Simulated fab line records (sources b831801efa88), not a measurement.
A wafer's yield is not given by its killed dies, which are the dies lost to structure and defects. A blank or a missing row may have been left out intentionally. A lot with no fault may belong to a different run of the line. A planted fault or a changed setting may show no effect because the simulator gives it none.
fab line records	flow sky130
record lots=12	wafers=36	last-day=50
route steps=708 shown VIA1@470 METAL2@483 VIA2@507 PAD_OPEN@708
lots that met no fault: from a run of the same line without faults
start-h: hours from the record's opening day to when the first of the lot's shown wafers began	wait-h: hours since the lot's step before	" identical to the entry in the row above	L1.1+2: several wafers, shown together as one row	- no value, or no start given	* or withheld: withheld	< > ~ a bound
route shown NAME@n: NAME is a module with steps in the file, n the number in the route of the first one	usual: the fault-free wafers' mean and standard deviation	same: alike in all rows	chamber/n: place in a boat	sites: readings site by site	_std_site: the values' standard deviation	_edge_site: outer sites' mean less inner sites'	radius-mm: for every site, how far away it sits from the centre of the wafer	mask NAME#n: copy n	behind: the most recent tool/chamber to have shaped the wafer	hold: the reason the lot was held/the length of the hold in hours/how it ended	device: the n, p or np transistor that did not switch	end of line: the tests these same wafers got at the end of their route	step lacking rows: just its recipe	killed: not the wafer's yield, but the dies lost to structure and defects at the first sort	map: a wafer's dies, x killed, . not, _ none there
set.NAME: setting as actually run; set.NAME@STEP: the setting as run at that earlier step	model.NAME: the simulator's own value behind a step, which no gauge read
one table for each step of the route and one row for each wafer, over a sample of lots
services: a tool's chamber out of use, with start hour (start-h, from the record's first day; less than 0 if before it), hours out, and reason
## steps
# step SKY_VIA1_CD_MEAS_12
# recipe target-cd-nm=150
# usual cd-nm=149.6/1.7
lot.wafer	tool	chamber	start-h	wait-h	cd-nm
L953.2	cd-sem-01	-	798.33	-	152.2
L953.3	"	-	"	"	153.1
L953.6	"	-	"	"	150.9
L954.1	cd-sem-02	-	803.32	-	149.3
L954.5	"	-	"	"	148.2
L954.6	"	-	"	"	152.0
L956.4	cd-sem-01	-	836.64	-	148.2
L956.5	"	-	"	"	148.4
L956.6	"	-	"	"	149.6
L958.1	cd-sem-02	-	852.18	-	151.5
L958.3	"	-	"	"	148.7
L958.5	"	-	"	"	149.8
L957.1	cd-sem-02	-	856.13	-	149.8
L957.2	"	-	"	"	150.6
L957.6	"	-	"	"	149.6
L964.1	cd-sem-01	-	892.73	-	149.9
L964.3	"	-	"	"	149.0
L964.5	"	-	"	"	151.0
L965.1	cd-sem-01	-	899.84	-	149.6
L965.3	"	-	"	"	149.6
L965.5	"	-	"	"	147.4
L966.1	cd-sem-02	-	903.06	-	148.5
L966.2	"	-	"	"	149.3
L966.5	"	-	"	"	149.2
L967.1	cd-sem-01	-	910.09	-	148.8
L967.5	"	-	"	"	150.8
L967.6	"	-	"	"	151.6
L968.1	cd-sem-01	-	920.63	-	150.7
L968.2	"	-	"	"	149.8
L968.4	"	-	"	"	148.8
L970.2	cd-sem-01	-	932.01	-	150.6
L970.3	"	-	"	"	152.8
L970.4	"	-	"	"	152.5
L975.3	cd-sem-01	-	957.02	-	150.5
L975.4	"	-	"	"	150.7
L975.6	"	-	"	"	151.3
# step SKY_VIA1_CVD_21
# recipe material=W	target-thk-nm=270	time-s=80.902	temp-c=400	pressure-torr=40
# usual heater-power-w=869/170
lot.wafer	tool	chamber	start-h	wait-h	heater-power-w
L953.2	cvd-w-01	1	799.21	0.0	1166
L953.3	"	1	"	"	1168
L953.6	"	0	"	"	711
L954.1	cvd-w-02	0	804.23	0.0	836
L954.5	"	1	"	"	801
L954.6	"	0	"	"	861
L956.4	cvd-w-01	1	837.51	0.1	1191
L956.5	"	1	"	"	1147
L956.6	"	0	"	"	688
L958.1	cvd-w-01	0	853.07	0.0	703
L958.3	"	0	"	"	694
L958.5	"	0	"	"	698
L957.1	cvd-w-02	1	857.02	0.0	782
L957.2	"	0	"	"	842
L957.6	"	0	"	"	858
L964.1	cvd-w-01	1	893.63	0.0	1194
L964.3	"	1	"	"	1177
L964.5	"	1	"	"	1210
L965.1	cvd-w-01	0	900.74	0.0	698
L965.3	"	1	"	"	1195
L965.5	"	0	"	"	699
L966.1	cvd-w-02	1	903.96	0.0	783
L966.2	"	0	"	"	840
L966.5	"	1	"	"	768
L967.1	cvd-w-02	1	910.99	0.0	788
L967.5	"	1	"	"	784
L967.6	"	0	"	"	865
L968.1	cvd-w-02	0	921.52	0.0	833
L968.2	"	1	"	"	798
L968.4	"	0	"	"	846
L970.2	cvd-w-01	0	932.94	0.0	683
L970.3	"	0	"	"	713
L970.4	"	1	"	"	1083
L975.3	cvd-w-02	0	957.94	0.1	853
L975.4	"	1	"	"	790
L975.6	"	0	"	"	844
# step SKY_METAL2_SPUTTER_00
# recipe material=Ti	target-thk-nm=15	power-w=3000	time-s=10	chamber-pressure-pa=0.4
# usual chamber-pressure-pa=0.3999/0.0008	throttle-valve-pct=30.2/0.71
lot.wafer	tool	chamber	start-h	wait-h	chamber-pressure-pa	throttle-valve-pct
L953.2	pvd-sputter-04	-	799.78	0.2	0.3985	29.9
L953.3	"	-	"	"	0.3999	29.8
L953.6	"	-	"	"	0.3990	30.4
L954.1	pvd-sputter-01	-	804.80	0.2	0.4001	30.7
L954.5	"	-	"	"	0.3993	31.8
L954.6	"	-	"	"	0.4006	30.7
L956.4	pvd-sputter-01	-	838.05	0.1	0.3989	30.3
L956.5	"	-	"	"	0.4001	30.5
L956.6	"	-	"	"	0.4005	29.1
L958.1	pvd-sputter-04	-	853.65	0.1	0.4001	29.8
L958.3	"	-	"	"	0.4002	29.8
L958.5	"	-	"	"	0.3991	29.9
L957.1	pvd-sputter-01	-	857.60	0.2	0.4009	30.7
L957.2	"	-	"	"	0.4002	29.0
L957.6	"	-	"	"	0.3999	30.7
L964.1	pvd-sputter-04	-	894.20	0.1	0.4000	29.9
L964.3	"	-	"	"	0.3990	29.7
L964.5	"	-	"	"	0.4003	29.9
L965.1	pvd-sputter-02	-	901.31	0.1	0.4009	29.4
L965.3	"	-	"	"	0.4002	29.7
L965.5	"	-	"	"	0.3992	31.5
L966.1	pvd-sputter-02	-	904.53	0.2	0.4003	29.6
L966.2	"	-	"	"	0.4002	29.3
L966.5	"	-	"	"	0.4010	29.5
L967.1	pvd-sputter-04	-	911.56	0.2	0.3997	30.5
L967.5	"	-	"	"	0.3982	29.7
L967.6	"	-	"	"	0.4012	30.2
L968.1	pvd-sputter-04	-	922.26	0.2	0.3992	30.9
L968.2	"	-	"	"	0.3993	29.8
L968.4	"	-	"	"	0.4001	30.3
L970.2	pvd-sputter-02	-	933.51	0.1	0.3991	29.7
L970.3	"	-	"	"	0.3997	29.7
L970.4	"	-	"	"	0.4002	29.5
L975.3	pvd-sputter-04	-	958.48	0.2	0.4002	31.1
L975.4	"	-	"	"	0.3991	29.6
L975.6	"	-	"	"	0.4014	30.9
# step SKY_VIA2_HDPCVD_00
# recipe material=SiO2	target-thk-nm=1180	sigma-open-frac=0.3	time-s=196.7	temp-c=400	sih4-flow-sccm=60	pressure-mtorr=6
lot.wafer	tool	chamber	start-h	wait-h
L953.2+3+6	hdpcvd-01	0,2,2	827.27	0.0
L954.1+5+6	hdpcvd-01	1,1,2	833.18	0.0
L956.4+5+6	hdpcvd-02	0,2,1	864.87	0.1
L958.1+3+5	hdpcvd-01	0,2,1	880.06	0.0
L957.1+2+6	hdpcvd-01	2,0,0	884.61	0.0
L964.1+3+5	hdpcvd-02	1,2,1	921.17	0.0
L965.1+3+5	hdpcvd-02	2,1,2	927.54	0.0
L965.1+3+5	hdpcvd-02	2,1,2	927.84	0.2
L966.1+2+5	hdpcvd-01	0,2,0	930.42	0.0
L966.1+2+5	hdpcvd-01	0,2,0	930.78	0.3
L967.1+5+6	hdpcvd-01	0,0,2	937.61	0.0
L968.1+2+4	hdpcvd-02	1,0,1	947.88	0.0
L970.2+3+4	hdpcvd-02	2,1,2	966.33	7.7
L975.3+4+6	hdpcvd-02	1,1,2	982.22	0.0
# step SKY_VIA2_THK_MEAS_01
# recipe reads=SiO2_of_VIA2_HDPCVD_00
# usual VIA2_HDPCVD_THK=1175/11
lot.wafer	tool	chamber	start-h	wait-h	VIA2_HDPCVD_THK[nm]
L953.2	film-metro-03	-	827.41	0.1	1200
L953.3	"	-	"	"	1193
L953.6	"	-	"	"	1191
L954.1	film-metro-04	-	833.37	0.1	1195
L954.5	"	-	"	"	1181
L954.6	"	-	"	"	1177
L956.4	film-metro-04	-	864.96	0.0	1166
L956.5	"	-	"	"	1157
L956.6	"	-	"	"	1164
L958.1	film-metro-03	-	880.18	0.1	1172
L958.3	"	-	"	"	1189
L958.5	"	-	"	"	1169
L957.1	film-metro-03	-	884.74	0.1	1176
L957.2	"	-	"	"	1168
L957.6	"	-	"	"	1176
L964.1	film-metro-03	-	921.30	0.1	1158
L964.3	"	-	"	"	1179
L964.5	"	-	"	"	1171
L965.1	film-metro-04	-	927.96	0.1	2387
L965.3	"	-	"	"	2372
L965.5	"	-	"	"	2369
L966.1	film-metro-01	-	931.06	0.2	2348
L966.2	"	-	"	"	2342
L966.5	"	-	"	"	2360
L967.1	film-metro-01	-	937.80	0.1	1165
L967.5	"	-	"	"	1171
L967.6	"	-	"	"	1170
L968.1	film-metro-03	-	948.01	0.1	1159
L968.2	"	-	"	"	1171
L968.4	"	-	"	"	1165
L970.2	film-metro-01	-	966.47	0.1	1175
L970.3	"	-	"	"	1164
L970.4	"	-	"	"	1160
L975.3	film-metro-04	-	982.36	0.1	1174
L975.4	"	-	"	"	1162
L975.6	"	-	"	"	1158
# step SKY_PAD_OPEN_PROBE_99
# usual defect-limited-yield=82.2/1.8	killed_at_M0_to_M3=44/6	killed_at_M4_up=3.3/2.1	killed-at-contacts=25/5.5	killed-at-front-end=15/4.3	killed-at-other=0.2/0.41	killed-dies=88/9.1	killed-open=48/6.6	killed-short=39/6.7	sort_bin_3_pad_short=0.9/0.4	sort_bin_5_function=10.4/1.5	sort_bin_6_memory=6.5/1.1	sort-n-pass=404/9.1	sort-yield-pct=82.2/1.8
# same gross-dies=492	killed-at-back-side=0	sort_bin_4_leakage[%]=0	sort_bin_8_speed[%]=0
lot.wafer	tool	chamber	start-h	wait-h	defect-limited-yield[%]	killed_at_M0_to_M3	killed_at_M4_up	killed-at-contacts	killed-at-front-end	killed-at-other	killed-dies	killed-open	killed-short	sort_bin_3_pad_short[%]	sort_bin_5_function[%]	sort_bin_6_memory[%]	sort-n-pass	sort-yield-pct[%]
L964.1	prober-02	-	1153.32	0.1	83.5	43	1	25	12	0	81	41	40	0.8	8.9	6.7	411	83.5
L964.3	prober-02	-	1153.42	0.2	80.3	55	7	22	13	0	97	56	41	2.0	9.1	8.5	395	80.3
L964.5	prober-02	-	1153.52	0.2	82.5	41	4	17	24	0	86	47	39	0.4	10.8	6.3	406	82.5
L965.3	prober-01	-	1155.25	0.2	81.3	48	2	18	24	0	92	48	44	1.0	11.0	6.7	400	81.3
L965.5	prober-01	-	1155.35	0.2	80.3	58	2	16	21	0	97	51	46	0.6	12.0	7.1	395	80.3
L966.1	prober-02	-	1157.07	0.1	84.6	46	4	19	7	0	76	46	29	1.4	9.1	4.9	416	84.6
L966.2	prober-02	-	1157.12	0.1	85.0	36	2	19	17	0	74	42	31	0.6	8.1	6.3	418	85.0
L966.5	prober-02	-	1157.27	0.2	80.7	46	1	33	15	0	95	62	31	0.2	11.6	7.5	397	80.7
L968.1	prober-02	-	1171.63	0.1	83.5	41	4	27	9	0	81	46	35	0.6	9.3	6.5	411	83.5
L968.2	prober-02	-	1171.68	0.1	81.5	47	3	27	14	0	91	40	51	1.2	10.4	6.9	401	81.5
L968.4	prober-02	-	1171.78	0.2	81.5	41	2	24	24	0	91	54	37	1.0	11.2	6.3	401	81.5
# killed by level:class
L964.1 CONTACT:geometric-particle:open=10 VIA1:geometric-particle:open=8 VIA1:geometric-particle:short=8 VIA3:geometric-particle:open=7 LI_CONTACT:geometric-particle:short=5 CONTACT:geometric-particle:short=5 METAL2:geometric-particle:short=5 FIELD_ISO:geometric-particle:short=4
L964.3 VIA1:geometric-particle:open=12 VIA2:geometric-particle:open=11 CONTACT:geometric-particle:open=9 POLY_GATE:geometric-particle:open=7 METAL2:geometric-particle:short=7 METAL1:geometric-particle:short=6 VIA3:geometric-particle:short=6 LI_CONTACT:geometric-particle:open=5
L964.5 VIA2:geometric-particle:open=9 FIELD_ISO:geometric-particle:short=8 CONTACT:geometric-particle:open=7 VIA1:geometric-particle:open=6 LI_CONTACT:geometric-particle:open=6 FIELD_ISO:geometric-particle:open=5 POLY_GATE:geometric-particle:short=5 VIA1:geometric-particle:short=5
L965.3 VIA1:geometric-particle:open=16 FIELD_ISO:geometric-particle:short=9 METAL1:geometric-particle:short=7 FIELD_ISO:geometric-particle:open=5 POLY_GATE:geometric-particle:short=5 LI_CONTACT:geometric-particle:open=5 CONTACT:geometric-particle:short=4 CONTACT:geometric-particle:open=4
L965.5 VIA2:geometric-particle:open=12 VIA1:geometric-particle:open=12 METAL1:geometric-particle:short=12 CONTACT:geometric-particle:open=8 FIELD_ISO:geometric-particle:short=6 VIA3:geometric-particle:short=5 VIA3:geometric-particle:open=5 FIELD_ISO:geometric-particle:open=4
L966.1 VIA3:geometric-particle:open=10 VIA1:geometric-particle:open=10 CONTACT:geometric-particle:open=8 METAL1:geometric-particle:short=7 LI_CONTACT:geometric-particle:open=4 CONTACT:geometric-particle:short=4 VIA2:geometric-particle:open=4 POLY_GATE:geometric-particle:open=3
L966.2 VIA2:geometric-particle:open=8 CONTACT:geometric-particle:open=7 LI_CONTACT:geometric-particle:open=7 METAL2:geometric-particle:short=7 FIELD_ISO:geometric-particle:open=5 VIA1:geometric-particle:open=5 FIELD_ISO:geometric-particle:short=3 POLY_GATE:geometric-particle:open=3
L966.5 CONTACT:geometric-particle:open=20 VIA1:geometric-particle:open=14 LI_CONTACT:geometric-particle:open=6 VIA3:geometric-particle:open=6 VIA2:geometric-particle:short=5 VIA1:geometric-particle:short=5 POLY_GATE:geometric-particle:open=4 FIELD_ISO:geometric-particle:short=3
L968.1 VIA1:geometric-particle:open=12 LI_CONTACT:geometric-particle:open=8 VIA1:geometric-particle:short=6 CONTACT:geometric-particle:short=5 CONTACT:geometric-particle:open=5 VIA2:geometric-particle:open=5 VIA3:geometric-particle:open=5 LI_CONTACT:geometric-particle:short=4
L968.2 METAL1:geometric-particle:short=12 CONTACT:geometric-particle:open=11 VIA1:geometric-particle:open=9 CONTACT:geometric-particle:short=7 VIA1:geometric-particle:short=7 VIA2:geometric-particle:open=5 METAL2:geometric-particle:short=5 POLY_GATE:geometric-particle:short=4
L968.4 CONTACT:geometric-particle:open=14 FIELD_ISO:geometric-particle:short=9 VIA1:geometric-particle:open=9 VIA2:geometric-particle:open=7 VIA3:geometric-particle:open=7 FIELD_ISO:geometric-particle:open=5 LI_CONTACT:geometric-particle:open=5 VIA1:geometric-particle:short=5
## services
tool	chamber	start-h	hours	kind
pvd-sputter-04	-	775.92	5.5	repair
pvd-sputter-04	-	816.93	2.1	repair
hdpcvd-01	0	829.67	7.5	repair
pvd-sputter-02	-	832.51	12.7	repair
pvd-sputter-01	-	845.03	0.9	repair
hdpcvd-02	-	859.28	2.8	pm
pvd-sputter-01	-	860.96	2.1	repair
cvd-w-02	1	861.99	4.1	repair
cvd-w-01	-	871.17	0.2	repair
hdpcvd-01	1	897.56	9.4	repair
cvd-w-01	-	904.00	14.0	pm
pvd-sputter-01	-	909.97	1.9	repair
cvd-w-02	-	925.31	28.1	pm
pvd-sputter-02	-	926.81	3.3	repair
hdpcvd-01	1	929.76	9.8	repair
hdpcvd-01	-	939.69	28.1	pm
pvd-sputter-04	-	942.44	1.1	repair
hdpcvd-02	-	950.25	15.0	pm
hdpcvd-02	0	950.25	15.0	vent-cycle
hdpcvd-02	1	950.25	15.0	vent-cycle
hdpcvd-02	2	950.25	15.0	vent-cycle
cvd-w-02	-	954.32	2.7	repair
cvd-w-02	-	957.02	0.4	repair
pvd-sputter-04	-	976.07	8.4	repair
## key
first-sign step=SKY_VIA2_HDPCVD_00	reading=visit	direction=added
effect step=SKY_VIA2_THK_MEAS_01	reading=VIA2_HDPCVD_THK	direction=up	sigmas=99+	usual=1175	struck=2363
met-at SKY_VIA2_HDPCVD_00
struck-lots L965,L966
not-acting-at SKY_VIA1_CD_MEAS_12,SKY_VIA1_CVD_21,SKY_METAL2_SPUTTER_00
fault kind=repeated-step-whole	tool=hdpcvd-01,hdpcvd-02	chamber=-	onset-h=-	steps=SKY_VIA2_HDPCVD_00	times=1	scope=struck-lots-only
